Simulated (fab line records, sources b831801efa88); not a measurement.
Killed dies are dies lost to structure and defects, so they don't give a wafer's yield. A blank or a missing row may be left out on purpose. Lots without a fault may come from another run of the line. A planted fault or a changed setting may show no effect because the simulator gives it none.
One fault seen from 2 desks | flow sfq_line | each desk has only its own numbers; what lay behind them comes last

THE METROLOGY DESK
What the gauges read, lot by lot, whatever tool the lot ran on: means of the sampled wafers that have a number. A lot is out of limits, marked OUT, if its mean lies more than 4 standard deviations from the usual mean; the brackets give that distance.
Columns: A = R5_OVL at SFQ_R5_OVL_MEAS_935, usual 2 nm; B = M6_NB_RS at SFQ_M6_RS_MEAS_938, usual 0.882 ohm/sq
lot  | first seen here | A  | B
L758 | day 58 00:12    | 1  | 0.872
L759 | day 58 06:13    | 3  | 0.877
L761 | day 58 15:32    | 6  | 0.881
L762 | day 58 16:44    | 8  | 0.886
L763 | day 59 01:08    | -1 | 0.870
L765 | day 59 05:10    | 5  | 0.879
L766 | day 59 18:20    | 3  | 0.899
L767 | day 60 19:35    | -3 | 0.879
L768 | day 61 09:26    | -1 | 0.884
L769 | day 61 11:47    | 9  | 0.883
L770 | day 61 14:47    | 4  | 0.892
L779 | day 63 07:14    | 2  | 0.565 (-26) OUT
L780 | day 63 08:26    | -5 | 0.784 (-8.2) OUT
L781 | day 64 15:26    | 9  | 0.888
This desk's finding: out of limits on L779, L780; first on L779, day 68 00:59 (M6_NB_RS at SFQ_M6_RS_MEAS_938). In limits: L758, L759, L761, L762, L763, L765, L766, L767, L768, L769, L770, L781.

THE TOOL OWNER'S DESK: pvd_sputter-06
The tool's own readings at SFQ_TRILAYER_M6_DEP_SPUTTER_157 (material Nb, target thk 200 nm, time 133.3 s): means of the sampled wafers that have a number, for each lot that ran on this tool. A lot is out of limits, marked OUT, if its mean lies more than 4 standard deviations from the usual mean; the brackets give that distance.
Columns: A = throttle_valve_pct at SFQ_TRILAYER_M6_DEP_SPUTTER_157, usual 29.3 %
lot  | first seen here | A
L759 | day 63 15:22    | 29.1
L762 | day 64 02:49    | 30.0
L763 | day 64 08:10    | 28.8
L765 | day 64 15:01    | 29.6
L767 | day 66 02:08    | 29.5
L768 | day 66 10:59    | 29.6
L770 | day 66 14:33    | 29.1
L779 | day 68 00:54    | 28.4
L780 | day 68 04:30    | 29.9
This desk's finding: nothing out of limits on any of the 9 lots.

PUT TOGETHER
The metrology desk could have raised an alarm at day 68 00:59, on L779, L780.
The tool owner's desk saw nothing out of limits.
The tool owner's desk has L779, L780 on record, within its limits.
Of the lots named, all ran SFQ_TRILAYER_M6_DEP_SPUTTER_157 on pvd_sputter-06.

WHAT THE SIMULATOR HAD PUT IN
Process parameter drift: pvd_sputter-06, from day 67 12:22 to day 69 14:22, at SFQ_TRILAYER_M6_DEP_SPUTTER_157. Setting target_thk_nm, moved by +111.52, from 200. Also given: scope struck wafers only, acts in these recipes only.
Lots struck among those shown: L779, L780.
Hours from the fault's start to each desk's first reading out of limits: the metrology desk, 13.
